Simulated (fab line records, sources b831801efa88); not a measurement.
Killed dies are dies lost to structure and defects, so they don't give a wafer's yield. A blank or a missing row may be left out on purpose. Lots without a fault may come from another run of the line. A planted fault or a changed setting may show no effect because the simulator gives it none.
Which tool did it? | flow sky130 | 12 lots, 36 wafers sampled, at 5 steps of a route of 708

WHAT THE GAUGES READ, wafer by wafer
The record holds no reading of a measuring or inspecting step that can be judged against a usual standard deviation.

WHICH TOOL RAN EACH LOT (tool, then ch and the chambers of the sampled wafers, then the start)
lot  | SKY_METAL4_STRIP_19                  | SKY_VIA4_CVD_18               | SKY_METAL5_SPUTTER_03        | SKY_METAL5_STRIP_17             | SKY_PAD_OPEN_PROBE_99
L768 | plasma_asher-02 ch 0, day 41 19:43   | cvd_w-02 ch 0, day 42 21:00   | pvd_sputter-04, day 42 22:32 | wet_bench-04 ch 2, day 43 21:28 | -
L769 | plasma_asher-02 ch 0,1, day 41 21:51 | cvd_w-02 ch 0,1, day 42 22:45 | pvd_sputter-04, day 42 23:34 | wet_bench-04 ch 0, day 43 23:14 | -
L770 | plasma_asher-03 ch 0,1, day 42 12:53 | cvd_w-01 ch 0,1, day 43 13:31 | pvd_sputter-04, day 43 14:11 | wet_bench-03 ch 0, day 44 13:55 | -
L771 | plasma_asher-04 ch 0,1, day 42 15:16 | cvd_w-01 ch 0, day 43 16:02   | pvd_sputter-04, day 43 16:47 | wet_bench-03 ch 0, day 44 15:40 | -
L775 | plasma_asher-04 ch 0,1, day 43 22:02 | cvd_w-01 ch 0,1, day 44 22:35 | pvd_sputter-02, day 44 23:19 | wet_bench-03 ch 0, day 45 20:28 | prober-02, day 47 17:10
L778 | plasma_asher-04 ch 0,1, day 44 15:25 | cvd_w-02 ch 0,1, day 45 14:58 | pvd_sputter-02, day 45 15:42 | wet_bench-01 ch 3, day 46 12:22 | prober-01, day 48 06:03
L779 | plasma_asher-02 ch 0,1, day 44 18:53 | cvd_w-02 ch 0,1, day 45 17:46 | pvd_sputter-04, day 45 18:30 | wet_bench-01 ch 3, day 46 15:39 | prober-02, day 48 09:21
L780 | plasma_asher-03 ch 0, day 45 07:37   | cvd_w-02 ch 0,1, day 46 06:19 | pvd_sputter-04, day 46 07:02 | wet_bench-03 ch 1, day 47 03:52 | prober-01, day 48 21:00
L781 | plasma_asher-04 ch 0,1, day 45 19:58 | cvd_w-02 ch 0,1, day 46 18:46 | pvd_sputter-04, day 46 19:29 | wet_bench-04 ch 1, day 47 15:37 | prober-02, day 49 07:25
L783 | plasma_asher-04 ch 0,1, day 45 23:55 | cvd_w-02 ch 0,1, day 46 22:39 | pvd_sputter-02, day 46 23:23 | wet_bench-03 ch 0, day 47 19:07 | -
L790 | plasma_asher-03 ch 1, day 47 18:28   | cvd_w-02 ch 1, day 48 15:57   | pvd_sputter-03, day 48 16:50 | wet_bench-03 ch 1, day 49 11:49 | -
L791 | plasma_asher-03 ch 0,1, day 48 02:01 | cvd_w-02 ch 0, day 48 22:05   | pvd_sputter-04, day 48 22:58 | wet_bench-01 ch 1, day 49 17:03 | -
- SKY_METAL4_STRIP_19: strips in O2/N2.
- SKY_VIA4_CVD_18: deposits W, target thk 505 nm, time 152.14 s.
- SKY_METAL5_SPUTTER_03: material Ti, target thk 5 nm, time 3.3 s.
- SKY_METAL5_STRIP_17: strips in post etch residue remover, time 1200 s.
- SKY_PAD_OPEN_PROBE_99

WHAT THE TOOLS THEMSELVES READ (means of the sampled wafers that have a number; where no wafer has one, the mark that the record gives instead)
SKY_METAL4_STRIP_19. Usual: chamber_pressure_mTorr 1500.0 mTorr, standard deviation 1.3; drypump_motor_current_A 5.7 A, standard deviation 0.5; o2_flow_sccm 2998 sccm, standard deviation 8.9; oes_product_au 0.501 a.u., standard deviation 0.0053; strip_time_to_endpoint_s 6.50 s, standard deviation 0.066.
lot  | tool            | chamber_pressure_mTorr (mTorr) | drypump_motor_current_A (A) | o2_flow_sccm (sccm) | oes_product_au (a.u.) | strip_time_to_endpoint_s (s) | flag
L768 | plasma_asher-02 | 1499.7                         | 5.9                         | 2987                | 0.507                 | 6.52                         |
L769 | plasma_asher-02 | 1499.3                         | 6.0                         | 3005                | 0.495                 | 6.41                         |
L770 | plasma_asher-03 | 1500.5                         | 6.3                         | 3000                | 0.497                 | 6.48                         |
L771 | plasma_asher-04 | 1499.7                         | 5.1                         | 3006                | 0.502                 | 6.56                         |
L775 | plasma_asher-04 | 1501.7                         | 5.1                         | 3001                | 0.495                 | 6.38                         |
L778 | plasma_asher-04 | 1501.1                         | 5.1                         | 3003                | 0.498                 | 6.43                         |
L779 | plasma_asher-02 | 1501.5                         | 6.0                         | 2998                | 0.497                 | 6.42                         |
L780 | plasma_asher-03 | 1501.1                         | 6.5                         | 2997                | 0.499                 | 6.45                         |
L781 | plasma_asher-04 | 1500.6                         | 5.2                         | 2998                | 0.505                 | 6.51                         |
L783 | plasma_asher-04 | 1499.9                         | 5.1                         | 2996                | 0.499                 | 6.52                         |
L790 | plasma_asher-03 | 1500.7                         | 5.9                         | 2994                | 0.502                 | 6.54                         |
L791 | plasma_asher-03 | 1499.0                         | 6.1                         | 2998                | 0.499                 | 6.49                         |

SKY_VIA4_CVD_18. Usual: chamber_pressure_Torr 40.02 Torr, standard deviation 0.081; heater_power_w 819 W, standard deviation 43.
lot  | tool     | chamber_pressure_Torr (Torr) | heater_power_w (W) | flag
L768 | cvd_w-02 | 40.04                        | 796                |
L769 | cvd_w-02 | 39.99                        | 789                |
L770 | cvd_w-01 | 40.02                        | 868                |
L771 | cvd_w-01 | 40.02                        | 824                |
L775 | cvd_w-01 | 39.95                        | 860                |
L778 | cvd_w-02 | 40.06                        | 789                |
L779 | cvd_w-02 | 40.03                        | 783                |
L780 | cvd_w-02 | 40.13                        | 782                |
L781 | cvd_w-02 | 40.05                        | 791                |
L783 | cvd_w-02 | 40.01                        | 786                |
L790 | cvd_w-02 | 40.02                        | 788                |
L791 | cvd_w-02 | 40.07                        | 804                |

SKY_METAL5_SPUTTER_03. Usual: throttle_valve_pct 29.9 %, standard deviation 1.2.
lot  | tool           | throttle_valve_pct (%) | flag
L768 | pvd_sputter-04 | 30.4                   |
L769 | pvd_sputter-04 | 30.1                   |
L770 | pvd_sputter-04 | 29.3                   |
L771 | pvd_sputter-04 | 29.9                   |
L775 | pvd_sputter-02 | 29.3                   |
L778 | pvd_sputter-02 | 29.8                   |
L779 | pvd_sputter-04 | 30.0                   |
L780 | pvd_sputter-04 | 30.2                   |
L781 | pvd_sputter-04 | 30.8                   |
L783 | pvd_sputter-02 | 29.1                   |
L790 | pvd_sputter-03 | 29.8                   |
L791 | pvd_sputter-04 | 30.9                   |

SKY_METAL5_STRIP_17. Usual: bath_guard_temp_C 72.8 C, standard deviation 0.45; bath_heat_duty_pct 13.9 %, standard deviation 1.2.
lot  | tool         | bath_guard_temp_C (C) | bath_heat_duty_pct (%) | flag
L768 | wet_bench-04 | 73.3                  | 13.5                   |
L769 | wet_bench-04 | 72.4                  | 15.3                   |
L770 | wet_bench-03 | 72.6                  | 13.5                   |
L771 | wet_bench-03 | 72.5                  | 13.2                   |
L775 | wet_bench-03 | 72.6                  | 14.1                   |
L778 | wet_bench-01 | 72.5                  | 12.2                   |
L779 | wet_bench-01 | -                     | -                      | OFF
L780 | wet_bench-03 | -                     | -                      | OFF
L781 | wet_bench-04 | 73.4                  | 14.2                   |
L783 | wet_bench-03 | 72.5                  | 13.9                   |
L790 | wet_bench-03 | 72.6                  | 14.4                   |
L791 | wet_bench-01 | 73.5                  | 14.1                   |

SKY_PAD_OPEN_PROBE_99. Usual: defect_limited_yield 82.4 %, standard deviation 1.9; killed_at_M0_to_M3 44, standard deviation 7; killed_at_M4_up 3.2, standard deviation 1.8; killed_at_contacts 24, standard deviation 5.1; killed_at_front_end 15, standard deviation 4.3; killed_at_other 0.3, standard deviation 0.5; killed_dies 86, standard deviation 9.6; killed_open 48, standard deviation 7.1; killed_short 38, standard deviation 6.7; sort_bin_3_pad_short 0.9 %, standard deviation 0.44; sort_bin_5_function 10.3 %, standard deviation 1.5; sort_bin_6_memory 6.4 %, standard deviation 1.1; sort_n_pass 406, standard deviation 9.6; sort_yield_pct 82.4 %, standard deviation 1.9.
lot  | tool      | defect_limited_yield (%) | killed_at_M0_to_M3 | killed_at_M4_up | killed_at_contacts | killed_at_front_end | killed_at_other | killed_dies | killed_open | killed_short | sort_bin_3_pad_short (%) | sort_bin_5_function (%) | sort_bin_6_memory (%) | sort_n_pass | sort_yield_pct (%) | flag
L775 | prober-02 | 81.6                     | 45                 | 1.3             | 24                 | 20                  | 0.3             | 91          | 50          | 41           | 1.4                      | 9.6                     | 7.4                   | 401         | 81.6               |
L778 | prober-01 | 81.9                     | 48                 | 3.0             | 25                 | 12                  | 0.3             | 89          | 51          | 38           | 1.0                      | 11.3                    | 5.8                   | 403         | 81.9               |
L779 | prober-02 | 84.7                     | 40                 | 2.7             | 20                 | 13                  | 0.0             | 75          | 43          | 32           | 0.3                      | 9.8                     | 5.2                   | 417         | 84.7               |
L780 | prober-01 | 80.0                     | 52                 | 3.0             | 28                 | 14                  | 1.3             | 98          | 50          | 45           | 1.1                      | 11.2                    | 7.6                   | 394         | 80.0               |
L781 | prober-02 | 83.9                     | 38                 | 2.3             | 22                 | 17                  | 0.0             | 79          | 46          | 32           | 0.6                      | 8.9                     | 6.6                   | 413         | 83.9               |

THE ANSWER, worked out from the rows above alone
Rule: a lot is off if the mean of its wafers that have a number lies more than 3 standard deviations from the usual mean. A lot without any number at a reading at which 4 lots or more have one is off too. The other lots that the step has rows for count as sound. The gauges are gone through in route order, then the tools' own readings, and for those a lot's mean is taken as printed above. The first step at which some lot is off is used, and at that step the reading that is off furthest; a lot without a number counts as furthest.
Off: L779, L780, at SKY_METAL5_STRIP_17 (bath_guard_temp_C). Without a number there: L779, L780.
A tool fits if, at that step or a process step before it, it ran every lot that is off, and no sound lot after the first of them. None of those tried fits.

WHAT THE SIMULATOR HAD PUT IN
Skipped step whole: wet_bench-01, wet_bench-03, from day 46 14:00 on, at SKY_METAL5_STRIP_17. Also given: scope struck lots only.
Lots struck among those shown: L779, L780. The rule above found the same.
